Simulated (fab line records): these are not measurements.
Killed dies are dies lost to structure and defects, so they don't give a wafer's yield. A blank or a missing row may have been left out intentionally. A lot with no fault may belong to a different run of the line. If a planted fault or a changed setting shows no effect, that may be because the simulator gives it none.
fab line records	flow gf180mcu
record: lots: 14	wafers: 42	lastDay: 34
route steps=602 shown STI@14 VT_IMPLANT@131 HV_LDD@184
lots untouched by any fault: they come from a run of this same line in which no faults occurred
startH: the number of hours between the record's first day and the start of the first shown wafer of the lot	waitH: hours elapsed since this lot's preceding step	" identical to the entry in the row above	L1.1+2: a row that stands for several wafers	- no value present, or no start provided	* or withheld: withheld	< > ~ a bound
route shown NAME@n: names a module that has steps shown in the file, with the first one's number in the route	usual: mean/standard deviation of fault-free wafers	same: alike in all rows	chamber/n: place in a boat	sites: each site's reading	_std_site: how widely they spread, as a standard deviation	_edge_site: inner sites' mean taken away from outer sites' mean	radiusMm: for every site, how far away it sits from the centre of the wafer	mask NAME#n: copy n	behind: the last tool/chamber to shape the wafer	hold: what put the lot on hold/how long, in hours/how the hold closed	device: transistor that didn't switch, given as n, p or np	end of line: at the end of the route, the tests of the same wafers	where a step has no rows: the recipe by itself	killed: count of dies lost to structure and defects at first sort (not the wafer's yield)	map: shows each die of a wafer: x if killed, . if not, _ if none is there
set.NAME: the setting as run; set.NAME@STEP: as run at that earlier step	model.NAME: the simulator's own value behind a step, which no gauge read
steps of the route over a sample of lots; a table a step, a row a wafer
services: when a tool's chamber went out of use (startH, in hours from the record's first day, below 0 if earlier), for how many hours, and the reason
== steps ==
step: GF_STI_ETCH_13
recipe: chemistry: CHF3/O2	stopOn: Si	overEtchFrac: 0.3	targetDepthA: 2823.1	sourceW: 600	biasW: 200	pressureMtorr: 40	chf3FlowSccm: 50	O2_flow_sccm: 5	timeS: 112.9
usual: drypumpMotorCurrentA: 5.8/0.42	oesProductAu: 0.833/0.0055	rfFwdPowerW: 597.2/1.7	throttleValvePct: 8.811/0.0091
lot.wafer	tool	chamber	startH	waitH	drypumpMotorCurrentA	oesProductAu	rfFwdPowerW	rfHoursCounterH	throttleValvePct
L403.2	rieDiel-03	3	24.21	0.1	5.7	0.836	598.0	87	8.803
L403.3	"	1	"	"	5.5	0.828	597.0	164	8.815
L403.6	"	0	"	"	5.7	0.834	595.7	-	8.819
L404.1	rieDiel-03	2	34.08	0.1	6.3	0.827	596.5	61	8.807
L404.2	"	0	"	"	5.7	0.830	597.9	71	8.812
L404.4	"	1	"	"	5.5	0.836	594.4	164	8.822
L406.3	rieDiel-02	2	40.73	0.1	5.5	0.826	596.1	8	8.798
L406.4	"	1	"	"	6.7	0.827	598.0	59	8.820
L406.5	"	2	"	"	5.5	0.834	599.3	-	8.804
L408.3	rieDiel-04	1	53.51	0.1	6.0	0.827	597.4	106	8.802
L408.4	"	3	"	"	6.2	0.825	601.7	8	8.807
L408.6	"	1	"	"	6.0	0.816	598.7	-	8.812
L409.1	rieDiel-02	1	55.66	0.1	6.7	0.835	601.6	59	8.813
L409.2	"	2	"	"	5.5	0.839	595.6	9	8.823
L409.3	"	0	"	"	6.0	0.842	596.8	103	8.818
L410.1	rieDiel-03	3	61.11	0.1	5.7	0.826	599.4	88	8.811
L410.2	"	0	"	"	5.7	0.832	593.7	72	8.806
L410.6	"	2	"	"	6.3	0.824	598.6	-	8.807
L412.1	rieDiel-04	3	73.76	0.1	6.2	0.838	597.0	9	8.826
L412.2	"	1	"	"	6.0	0.837	596.3	106	8.796
L412.4	"	0	"	"	4.8	0.834	599.5	18	8.798
L419.1	rieDiel-03	1	108.13	0.1	5.6	0.838	596.3	166	8.806
L419.2	"	2	"	"	6.4	0.832	596.0	62	8.792
L419.3	"	3	"	"	5.7	0.837	596.8	89	8.794
L420.1	rieDiel-03	1	112.73	0.1	5.6	0.820	598.2	166	8.801
L420.3	"	2	"	"	6.3	0.831	594.5	62	8.812
L420.5	"	3	"	"	5.7	0.832	597.4	-	8.804
L421.3	rieDiel-04	0	117.91	0.1	4.8	0.825	598.2	19	8.811
L421.4	"	2	"	"	5.8	0.830	599.0	94	8.827
L421.5	"	3	"	"	6.2	0.827	596.3	-	8.824
L422.3	rieDiel-04	2	123.51	0.1	5.8	0.832	597.6	94	8.798
L422.4	"	1	"	"	5.9	0.837	594.0	107	8.819
L422.5	"	0	"	"	4.8	0.841	599.2	-	8.828
L423.4	rieDiel-03	0	128.20	0.1	5.7	0.839	595.4	-	8.807
L423.5	"	3	"	"	5.7	0.827	597.6	-	8.825
L423.6	"	2	"	"	6.3	0.829	598.7	-	8.803
L424.2	rieDiel-04	3	133.53	0.1	6.2	0.831	597.0	11	8.820
L424.3	"	1	"	"	5.9	0.836	596.3	108	8.819
L424.5	"	3	"	"	6.2	0.829	598.6	-	8.808
L426.2	rieDiel-02	1	143.48	0.1	6.7	0.845	598.7	61	8.799
L426.3	"	3	"	"	5.7	0.842	598.5	11	8.820
L426.5	"	3	"	"	5.7	0.845	598.5	-	8.805
step: GF_VT_IMPLANT_IMPLANT_41
recipe: species: As	energyKev: 70	doseCm2: 1.013e+12	tiltDeg: 7
usual: beamEnergyKeV: 70.000/0.019	beamOnS: 10.01/0.21
lot.wafer	tool	chamber	startH	waitH	beamEnergyKeV	beamOnS
L403.2	implanter-04	0	154.22	0.0	69.991	9.72
L403.3	"	0	"	"	70.002	10.26
L403.6	"	0	"	"	69.998	10.04
L404.1	implanter-04	0	168.59	0.0	70.019	9.94
L404.2	"	0	"	"	70.049	9.97
L404.4	"	0	"	"	70.040	10.20
L406.3	implanter-04	0	173.22	0.1	70.001	10.11
L406.4	"	0	"	"	70.002	10.32
L406.5	"	0	"	"	69.963	10.01
L409.1	implanter-02	0	196.93	0.0	70.022	10.06
L409.2	"	0	"	"	70.011	9.82
L409.3	"	0	"	"	70.009	9.96
L408.3	implanter-02	0	197.98	0.1	70.004	10.30
L408.4	"	0	"	"	70.002	10.01
L408.6	"	0	"	"	69.973	9.94
L410.1	implanter-04	0	203.57	0.0	69.985	10.01
L410.2	"	0	"	"	70.021	10.17
L410.6	"	0	"	"	69.986	9.91
L412.1	implanter-04	0	220.64	0.2	69.984	10.19
L412.2	"	0	"	"	69.978	9.86
L412.4	"	0	"	"	69.988	10.12
L419.1	implanter-01	-	262.99	0.0	-	-
L419.2	"	-	"	"	-	-
L419.3	"	-	"	"	-	-
L420.1	implanter-02	-	270.23	0.0	-	-
L420.3	"	-	"	"	-	-
L420.5	"	-	"	"	-	-
L421.3	implanter-02	0	279.47	0.1	69.974	9.85
L421.4	"	0	"	"	70.009	9.79
L421.5	"	0	"	"	69.951	10.15
L422.3	implanter-01	0	283.72	0.1	69.980	10.10
L422.4	"	0	"	"	70.011	10.05
L422.5	"	0	"	"	70.003	10.18
L423.4	implanter-01	0	292.02	0.1	70.016	10.41
L423.5	"	0	"	"	70.011	9.84
L423.6	"	0	"	"	70.001	9.76
L424.2	implanter-01	0	298.55	0.0	69.962	10.16
L424.3	"	0	"	"	70.016	10.34
L424.5	"	0	"	"	70.006	9.96
L426.2	implanter-01	0	312.45	0.0	70.008	10.06
L426.3	"	0	"	"	69.987	10.00
L426.5	"	0	"	"	70.004	10.14
step: GF_VT_IMPLANT_TW_MEAS_43
usual: VT_IMPLANT_4_TW: 685/3.6
lot.wafer	tool	chamber	startH	waitH	VT_IMPLANT_4_TW
L403.2	filmMetro-04	-	154.46	0.1	691
L403.3	"	-	"	"	692
L403.6	"	-	"	"	692
L404.1	filmMetro-01	-	168.84	0.1	687
L404.2	"	-	"	"	691
L404.4	"	-	"	"	689
L406.3	filmMetro-03	-	173.44	0.1	680
L406.4	"	-	"	"	681
L406.5	"	-	"	"	680
L409.1	filmMetro-03	-	197.18	0.1	688
L409.2	"	-	"	"	681
L409.3	"	-	"	"	678
L408.3	filmMetro-01	-	198.20	0.1	686
L408.4	"	-	"	"	688
L408.6	"	-	"	"	688
L410.1	filmMetro-04	-	203.82	0.1	685
L410.2	"	-	"	"	683
L410.6	"	-	"	"	682
L412.1	filmMetro-03	-	220.89	0.1	681
L412.2	"	-	"	"	682
L412.4	"	-	"	"	680
L419.1	filmMetro-03	-	263.24	0.1	30
L419.2	"	-	"	"	30
L419.3	"	-	"	"	30
L420.1	filmMetro-03	-	270.48	0.1	30
L420.3	"	-	"	"	30
L420.5	"	-	"	"	30
L421.3	filmMetro-01	-	279.69	0.1	685
L421.4	"	-	"	"	688
L421.5	"	-	"	"	687
L422.3	filmMetro-03	-	283.94	0.1	687
L422.4	"	-	"	"	684
L422.5	"	-	"	"	683
L423.4	filmMetro-04	-	292.22	0.1	690
L423.5	"	-	"	"	693
L423.6	"	-	"	"	687
L424.2	filmMetro-01	-	298.78	0.1	682
L424.3	"	-	"	"	685
L424.5	"	-	"	"	686
L426.2	filmMetro-04	-	312.68	0.1	686
L426.3	"	-	"	"	687
L426.5	"	-	"	"	686
step: GF_HV_LDD_OVL_MEAS_08
usual: HV_LDD_OVL: 0.3/1.5
lot.wafer	tool	chamber	startH	waitH	HV_LDD_OVL[nm]
L403.2	overlay-01	-	210.79	0.1	2.0
L403.3	"	-	"	"	2.6
L403.6	"	-	"	"	2.1
L404.1	overlay-02	-	229.01	0.1	2.6
L404.2	"	-	"	"	1.9
L404.4	"	-	"	"	3.5
L406.3	overlay-02	-	234.39	0.1	-1.4
L406.4	"	-	"	"	-1.2
L406.5	"	-	"	"	-0.9
L409.1	overlay-01	-	259.78	0.1	0.0
L409.2	"	-	"	"	-0.3
L409.3	"	-	"	"	2.7
L408.3	overlay-01	-	260.49	0.1	2.2
L408.4	"	-	"	"	2.2
L408.6	"	-	"	"	0.8
L410.1	overlay-01	-	268.11	0.1	-0.4
L410.2	"	-	"	"	-1.9
L410.6	"	-	"	"	-0.2
L412.1	overlay-02	-	285.96	0.1	0.7
L412.2	"	-	"	"	-1.5
L412.4	"	-	"	"	-1.1
L421.3	overlay-01	-	351.52	0.1	-0.4
L421.4	"	-	"	"	0.1
L421.5	"	-	"	"	0.9
L422.3	overlay-02	-	354.97	0.1	0.0
L422.4	"	-	"	"	-1.5
L422.5	"	-	"	"	-2.4
L423.4	overlay-02	-	361.65	0.1	-1.6
L423.5	"	-	"	"	-0.6
L423.6	"	-	"	"	-0.9
L424.2	overlay-01	-	370.01	0.1	-0.3
L424.3	"	-	"	"	-0.1
L424.5	"	-	"	"	3.1
L426.2	overlay-01	-	385.83	0.1	-1.0
L426.3	"	-	"	"	0.8
L426.5	"	-	"	"	-1.6
step: GF_HV_LDD_TW_MEAS_11
usual: HV_LDD_TW: 2401/10
lot.wafer	tool	chamber	startH	waitH	HV_LDD_TW
L403.2	filmMetro-01	-	211.08	0.1	2389
L403.3	"	-	"	"	2395
L403.6	"	-	"	"	2401
L404.1	filmMetro-01	-	229.30	0.1	2404
L404.2	"	-	"	"	2406
L404.4	"	-	"	"	2395
L406.3	filmMetro-01	-	234.71	0.1	2381
L406.4	"	-	"	"	2402
L406.5	"	-	"	"	2390
L409.1	filmMetro-02	-	260.07	0.1	2390
L409.2	"	-	"	"	2404
L409.3	"	-	"	"	2397
L408.3	filmMetro-04	-	260.78	0.1	2393
L408.4	"	-	"	"	2392
L408.6	"	-	"	"	2387
L410.1	filmMetro-02	-	268.40	0.1	2411
L410.2	"	-	"	"	2409
L410.6	"	-	"	"	2407
L412.1	filmMetro-01	-	286.24	0.1	2396
L412.2	"	-	"	"	2398
L412.4	"	-	"	"	2389
L421.3	filmMetro-01	-	351.81	0.1	2410
L421.4	"	-	"	"	2400
L421.5	"	-	"	"	2406
L422.3	filmMetro-04	-	355.43	0.1	2396
L422.4	"	-	"	"	2389
L422.5	"	-	"	"	2388
L423.4	filmMetro-04	-	361.94	0.1	2380
L423.5	"	-	"	"	2393
L423.6	"	-	"	"	2384
L424.2	filmMetro-04	-	370.30	0.1	2392
L424.3	"	-	"	"	2389
L424.5	"	-	"	"	2383
L426.2	filmMetro-02	-	386.12	0.1	2416
L426.3	"	-	"	"	2408
L426.5	"	-	"	"	2413
== services ==
tool	chamber	startH	hours	kind
implanter-01	-	7.53	4.2	pm
rieDiel-04	-	18.31	0.5	repair
implanter-01	-	22.47	2.0	repair
implanter-04	-	50.32	6.6	repair
implanter-04	-	72.74	8.9	repair
implanter-02	-	82.22	4.1	pm
rieDiel-04	1	82.61	2.0	repair
implanter-01	-	98.20	1.0	repair
rieDiel-04	2	100.52	9.2	repair
rieDiel-03	-	121.02	2.8	pm
implanter-02	-	128.30	3.7	pm
implanter-01	-	157.77	15.3	pm
rieDiel-04	3	159.84	2.0	repair
implanter-01	-	173.08	5.1	pm
implanter-04	-	190.81	4.1	pm
rieDiel-04	1	197.36	2.7	repair
implanter-01	-	211.43	1.3	repair
rieDiel-03	3	234.02	9.2	repair
rieDiel-04	2	236.71	4.2	repair
implanter-04	-	247.50	18.9	repair
rieDiel-04	3	252.40	14.0	repair
implanter-01	-	276.49	3.6	pm
implanter-01	-	307.94	2.2	repair
rieDiel-03	0	309.97	4.8	repair
== key ==
firstSign: step: GF_VT_IMPLANT_IMPLANT_41	reading: toolRecord	direction: missing
effect: step: GF_VT_IMPLANT_TW_MEAS_43	reading: VT_IMPLANT_4_TW	direction: down	sigmas: 99+	usual: 685	struck: 30
metAt GF_VT_IMPLANT_IMPLANT_41
struckLots L419,L420
laterRowsLeftOut L419.1,L419.2,L419.3,L420.1,L420.3,L420.5
sortLeftOut L419.1,L419.2,L419.3,L420.1,L420.3,L420.5
testerLeftOut L419,L420
loopTrim: step: GF_HV_LDD_EXPOSE_04	setting: dose	lots: L419
notActingAt GF_STI_ETCH_13,GF_HV_LDD_OVL_MEAS_08,GF_HV_LDD_TW_MEAS_11
onsetBetween 197.98 262.99
fault: kind: skippedStepWhole	tool: implanter-01,implanter-02	chamber: -	onsetH: 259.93	steps: GF_VT_IMPLANT_IMPLANT_41	scope: struckLotsOnly
testerLeftOut: of these lots the tester's yield and bins aren't shown, on N5 and GAA mostly nor the transistor test; their killed dies are dies lost to structure and defects alone, not to doping, threshold or leakage, so they don't give the yield
sortLeftOut: the simulated sort isn't trusted on such a fault, so these wafers' sort isn't shown, and their yield isn't known
laterRowsLeftOut: the simulator's readings of these wafers behind a module that went badly wrong aren't trusted and aren't shown, but for the sort
loopTrim: a control loop set the setting to another value than it would have without faults
